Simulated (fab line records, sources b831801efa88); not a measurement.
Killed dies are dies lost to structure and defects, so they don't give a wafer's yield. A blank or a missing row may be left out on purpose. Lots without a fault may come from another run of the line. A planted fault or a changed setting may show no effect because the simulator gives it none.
A struck lot beside a sound one | flow sky130 | 30 steps out of a route of 708
Sound: wafers L193.2, L193.4, L193.5. Struck: wafers L198.2, L198.3, L198.6. The cause comes at the end.
At each step with rows: each side's tool, then ch and its chambers, then its first start. Under that, the readings that differ: sound wafers | struck wafers | difference of the means | sigmas: that difference in standard deviations of wafers without a fault.
alike: readings whose means differ by less than 2 such deviations, and words and numbers that are the same on both sides. not compared: withheld readings, readings that some wafer has no value for, bounds like >300 that may hide the same value, and numbers for which the record gives no deviation and whose values overlap.
The two part at a step that has a row with sigmas, a row that says differs or no value, or rows on one side only. Numbers that don't overlap but have no deviation are shown without sigmas and don't part them. A reading that every wafer of one side lacks parts them only if that side has two wafers or more.

first, 5 steps without rows for these wafers: SKY_SONOS_ONO_COAT_08 (resist thk 1140 nm); SKY_SONOS_ONO_SOFTBAKE_09 (time 60 s); SKY_SONOS_ONO_EXPOSE_10 (exposes mask ONOM, target cd 410 nm); SKY_SONOS_ONO_PEB_11; SKY_SONOS_ONO_DEVELOP_12 (develop time 60 s).
SKY_SONOS_ONO_CD_MEAS_13: target cd 410 nm.
  sound on cd_sem-02, day 16 04:02; struck on cd_sem-01, day 17 21:20
  alike: cd_nm
SKY_SONOS_ONO_OVL_MEAS_14:
  sound on overlay-02, day 16 04:08; struck on overlay-02, day 17 21:26
  reading            | sound          | struck      | difference | sigmas
  SONOS_ONO_OVL (nm) | -2.8 -3.0 -0.8 | 1.8 2.4 0.8 | +3.9       | +3
SKY_SONOS_ONO_ETCH_15: etches the open film in CHF3/O2, target depth 19.52 nm, time 7.8 s.
  sound on rie_diel-03 ch 0,2, day 16 04:10; struck on rie_diel-03 ch 0,1,3, day 17 21:28
  alike: drypump_motor_current_A, oes_product_au, throttle_valve_pct
  not compared: rf_hours_counter_h
then, 1 step without rows for these wafers: SKY_SONOS_ONO_WET_ETCH_16 (etches SiO2 in dHF, target depth 14 nm, time 280 s).
SKY_SONOS_ONO_STRIP_17: strips in O2/N2.
  sound on plasma_asher-03 ch 0,1, day 16 04:16; struck on plasma_asher-02 ch 0,1, day 17 21:34
  alike: drypump_motor_current_A, oes_product_au, strip_time_to_endpoint_s
  not compared: rf_hours_counter_h
then, 2 steps without rows for these wafers: SKY_SONOS_ONO_WET_ETCH_18 (etches Si3N4 in H3PO4, target depth 15 nm, time 172 s); SKY_GATE_OXIDE_CLEAN_00 (cleans in SC1/SC2, time 150 s).
SKY_GATE_OXIDE_OXIDATION_01: stabilise 600 s, purge 300 s, target thk 10.268 nm.
  sound on furnace-02 ch 0, day 16 04:29; struck on furnace-01 ch 0, day 17 22:58
  reading                                           | sound                | struck               | difference | sigmas
  spike_tc_bottom_C (C)                             | 915.6 917.9 917.3    | 821.9 822.0 821.1    | -95.3      | -43
  spike_tc_centre_C (C)                             | 900.5 900.3 899.2    | 800.5 799.9 801.3    | -99.4      | -99 or more
  spike_tc_lower_C (C)                              | 902.2 902.6 901.4    | 803.2 801.5 802.6    | -99.6      | -99 or more
  spike_tc_top_C (C)                                | 914.4 916.7 914.9    | 813.1 812.9 813.2    | -102.3     | -43
  spike_tc_upper_C (C)                              | 900.9 900.8 900.2    | 798.4 799.8 801.6    | -100.7     | -92
  tube_center_temp_C (C)                            | 900.06 899.92 900.02 | 799.19 799.01 799.24 | -100.85    | -99 or more
  tube_center_temp_C_max                            | 902.0 902.5 902.0    | 800.9 801.3 801.7    | -100.9     | -99 or more
  zone_power_centre_pct (%)                         | 23.2 23.1 22.8       | 14.6 14.4 14.5       | -8.5       | -4
  zone_power_lower_pct (%)                          | 22.2 22.1 22.3       | 15.3 15.4 15.4       | -6.8       | -6
  zone_power_top_pct (%)                            | 33.2 33.2 33.3       | 26.4 26.2 26.1       | -7.0       | -8
  zone_power_upper_pct (%)                          | 23.0 22.9 23.2       | 14.9 15.0 15.1       | -8.0       | -4
  model.SiO2_of_GATE_OXIDE_OXIDATION_01.thk_nm (nm) | 10.26 10.26 10.23    | 3.224 3.176 3.094    | -7.085     |
  alike: zone_power_bottom_pct
SKY_GATE_OXIDE_THK_MEAS_02:
  sound on film_metro-01, day 16 05:55; struck on film_metro-01, day 18 00:23
  reading                          | sound             | struck         | difference | sigmas
  GATE_OXIDE_OXIDATION_00_THK (nm) | 10.25 10.25 10.23 | 3.20 3.17 3.04 | -7.11      | -27
then, 7 steps without rows for these wafers: SKY_GATE_OXIDE_DEHYDRATE_03 (time 60 s); SKY_GATE_OXIDE_HMDS_04 (prime time 60 s); SKY_GATE_OXIDE_COAT_05 (resist thk 1140 nm); SKY_GATE_OXIDE_SOFTBAKE_06 (time 60 s); SKY_GATE_OXIDE_EXPOSE_07 (exposes mask LVOM, target cd 600 nm); SKY_GATE_OXIDE_PEB_08; SKY_GATE_OXIDE_DEVELOP_09 (develop time 60 s).
SKY_GATE_OXIDE_OVL_MEAS_10:
  sound on overlay-01, day 17 09:54; struck on overlay-02, day 19 06:18
  alike: GATE_OXIDE_OVL
then, 2 steps without rows for these wafers: SKY_GATE_OXIDE_IMPLANT_11; SKY_GATE_OXIDE_WET_ETCH_12 (etches SiO2 in dHF, target depth 16.8 nm, time 336 s).
SKY_GATE_OXIDE_STRIP_13: strips in O2/N2.
  sound on plasma_asher-03 ch 0,1, day 17 10:11; struck on plasma_asher-01 ch 0,1, day 19 06:36
  alike: drypump_motor_current_A, oes_product_au, strip_time_to_endpoint_s
  not compared: rf_hours_counter_h
SKY_GATE_OXIDE_TW_MEAS_14:
  sound on film_metro-01, day 17 10:18; struck on film_metro-03, day 19 06:43
  alike: GATE_OXIDE_TW
then, 1 step without rows for these wafers: SKY_GATE_OXIDE_CLEAN_15 (cleans in SC1/SC2, time 150 s).
SKY_GATE_OXIDE_OXIDATION_16: stabilise 600 s, purge 300 s, target thk 3.57 nm.
  sound on furnace-01 ch 0, day 17 10:31; struck on furnace-02 ch 0, day 19 12:10
  reading                                           | sound             | struck            | difference | sigmas
  spike_tc_top_C (C)                                | 813.5 813.8 813.2 | 818.6 818.1 818.3 | +4.8       | +2
  zone_power_lower_pct (%)                          | 15.4 15.5 15.1    | 17.5 17.4 17.4    | +2.1       | +2
  zone_power_upper_pct (%)                          | 14.5 14.7 14.9    | 18.2 17.9 18.1    | +3.4       | +2
  model.SiO2_of_GATE_OXIDE_OXIDATION_01.thk_nm (nm) | 11.65 11.65 11.63 | 5.345 5.331 5.264 | -6.330     |
  alike: spike_tc_bottom_C, spike_tc_centre_C, spike_tc_lower_C, spike_tc_upper_C, tube_center_temp_C, tube_center_temp_C_max, zone_power_bottom_pct, zone_power_centre_pct, zone_power_top_pct
then, 1 step without rows for these wafers: SKY_POLY_GATE_CVD_00 (deposits poly-Si, target thk 180 nm, time 720 s).
-- the record jumps here: 30 days lie between the struck wafers' starts before and after (it left off in module POLY_GATE and takes up again in module PAD_OPEN, whose first step shown is number 708 of the route) --
SKY_PAD_OPEN_PROBE_99:
  sound on prober-02, day 48 04:08; struck on prober-02, day 49 10:12
  reading                                | sound                        | struck                        | difference | sigmas
  model.etest.nfet_16v.r_on_ohm_um       | 1.417e+04 1.421e+04 1.42e+04 | 1.071e+04 1.176e+04 1.175e+04 | -2.787e+03 |
  model.etest.pfet_16v.r_on_ohm_um       | 1.51e+04 1.513e+04 1.563e+04 | 1.341e+04 1.391e+04 1.393e+04 | -1.537e+03 |
  model.etest.pfet_g5v0d10v5.r_on_ohm_um | 4785 4780 4756               | 3332 3320 3321                | -1449      |
  model.etest.tip_sonos.rs_ohm_sq        | 2656 2641 2637               | 1809 1796 1801                | -843       |
  model.etest.nfet_g5v0d10v5.drive_ua_um | 606.6 605.5 606.6            | 1185 1199 1207                | +591       |
  model.etest.nfet_g5v0d10v5.r_on_ohm_um | 1888 1896 1887               | 1326 1298 1301                | -582       |
  model.etest.nfet_05v0_nvt.drive_ua_um  | 573.9 571.2 576.3            | 1061 1059 1070                | +490       |
  model.etest.tip_p.rs_ohm_sq            | 6708 6674 6724               | 6488 6497 6552                | -190       |
  alike: killed_at_M0_to_M3, killed_at_M4_up, killed_at_contacts, killed_at_front_end, killed_at_other, killed_dies, killed_on_rim, killed_open, killed_short

WHERE THEY PART
First at SKY_SONOS_ONO_OVL_MEAS_14; last, within this record, at SKY_GATE_OXIDE_OXIDATION_16. Later steps at which nothing parts them and some readings are alike: SKY_PAD_OPEN_PROBE_99.

WHY: what the simulator had put in
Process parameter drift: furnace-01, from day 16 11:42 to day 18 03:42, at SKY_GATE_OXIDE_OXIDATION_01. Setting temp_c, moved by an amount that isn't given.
